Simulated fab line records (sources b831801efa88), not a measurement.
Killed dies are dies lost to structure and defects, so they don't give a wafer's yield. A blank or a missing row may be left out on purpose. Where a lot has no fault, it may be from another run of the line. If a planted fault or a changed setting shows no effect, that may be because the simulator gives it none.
Shared-tool check ; flow gf180mcu ; Sample size 13 lots and 39 wafers

== THE REASON FOR OPENING IT ==
Of 13 lots, 2 have the reading V2_CVD_00_THK flagged at GF_V2_THK_MEAS_01. Wafers without a fault read 599 nm, standard deviation 5.6.
Rule: a lot gets a flag if all its wafers with a number sit over 4 standard deviations from that mean, or if no wafer of it has a number. All remaining lots are regarded as sound.

lot;measured;on;V2_CVD_00_THK (nm), wafer by wafer;flag
L271;day 19 04:58;filmMetro-04;604 593 606;
L272;day 19 11:40;filmMetro-04;597 601 605;
L273;day 19 18:19;filmMetro-02;595 599 606;
L274;day 20 12:51;filmMetro-02;606 601 601;
L278;day 22 01:14;filmMetro-02;575 567 571;FLAGGED
L279;day 22 05:25;filmMetro-02;601 609 604;
L280;day 22 16:33;filmMetro-04;569 570 576;FLAGGED
L284;day 24 00:24;filmMetro-02;595 598 603;
L289;day 25 13:04;filmMetro-02;596 600 602;
L290;day 25 22:39;filmMetro-02;590 584 583;
L291;day 26 07:17;filmMetro-02;596 593 594;
L292;day 26 12:20;filmMetro-03;596 596 596;
L293;day 26 21:43;filmMetro-02;602 606 597;
The mean of the flagged lots' numbers is 571 nm, -28 nm from the usual (-5 standard deviations).

== TOOL THAT RAN EACH LOT ==
2 process steps preceding the reading are held in the record, out of 602 steps in the route. Cell contents, in order: the tool; ch with the chambers the sampled wafers went through; the start.
lot;flag;GF_V1_CVD_23;GF_V2_CVD_00
L271;;cvdW-01 ch 0,1, day 18 03:45;hdpcvd-02 ch 0,2, day 19 04:53
L272;;cvdW-02 ch 0,1, day 18 09:38;hdpcvd-01 ch 0,1,2, day 19 11:35
L273;;cvdW-02 ch 0,1, day 18 15:34;hdpcvd-01 ch 0,1,2, day 19 18:15
L274;;cvdW-02 ch 0,1, day 19 11:04;hdpcvd-02 ch 1,2, day 20 12:47
L278;FLAGGED;cvdW-02 ch 0,1, day 20 23:22;hdpcvd-02 ch 0,1,2, day 22 01:09
L279;;cvdW-02 ch 0,1, day 21 03:57;hdpcvd-01 ch 1,2, day 22 05:20
L280;FLAGGED;cvdW-01 ch 0,1, day 21 15:02;hdpcvd-02 ch 0,2, day 22 16:28
L284;;cvdW-01 ch 1, day 23 00:17;hdpcvd-01 ch 0,2, day 24 00:19
L289;;cvdW-01 ch 0,1, day 24 14:02;hdpcvd-01 ch 1,2, day 25 12:59
L290;;cvdW-02 ch 0,1, day 24 23:01;hdpcvd-01 ch 0,1, day 25 22:34
L291;;cvdW-01 ch 0, day 25 08:41;hdpcvd-01 ch 0,1, day 26 07:11
L292;;cvdW-01 ch 0, day 25 13:05;hdpcvd-01 ch 0,1,2, day 26 12:15
L293;;cvdW-01 ch 0,1, day 25 22:56;hdpcvd-01 ch 1,2, day 26 21:38
What the steps here do:
- GF_V1_CVD_23: deposits W, target thk 350 nm, time 105.05 s.
- GF_V2_CVD_00: deposits SiO2, target thk 600 nm, time 100 s.
- GF_V2_THK_MEAS_01

== FLAGGED AGAINST TOTAL, ONE TOOL AT A TIME (gauges that did the reading follow at the end) ==
step;tool;lots run;flagged;share of the flagged lots;sound lots run after its first flagged lot
GF_V1_CVD_23;cvdW-01;7;1;some;5 (L284,L289,L291,L292,L293)
GF_V1_CVD_23;cvdW-02;6;1;some;2 (L279,L290)
GF_V2_CVD_00;hdpcvd-01;9;0;none;-
GF_V2_CVD_00;hdpcvd-02;4;2;all;0
GF_V2_THK_MEAS_01;filmMetro-02;9;1;some;6 (L279,L284,L289,L290,L291,L293)
GF_V2_THK_MEAS_01;filmMetro-03;1;0;none;-
GF_V2_THK_MEAS_01;filmMetro-04;3;1;some;0

== WHAT THE TABLE PERMITS ==
Rows of the table that ran each flagged lot: 1, that is hdpcvd-02 at GF_V2_CVD_00.
- hdpcvd-02 at GF_V2_CVD_00: 2 of its 4 lots flagged. Its last sound lot is L274 (day 20 12:47), its first flagged lot L278 (day 22 01:09): a fault that began between those two fits.
One tool is left: hdpcvd-02 at GF_V2_CVD_00.

== WHAT WAS PUT IN BY THE SIMULATOR ==
Site profile drift: hdpcvd-02, from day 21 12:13 on, at GF_V2_CVD_00. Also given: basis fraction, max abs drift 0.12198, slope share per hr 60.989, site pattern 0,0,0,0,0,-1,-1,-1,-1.
Shown lots that were struck: L278, L280. The rule above found the same.
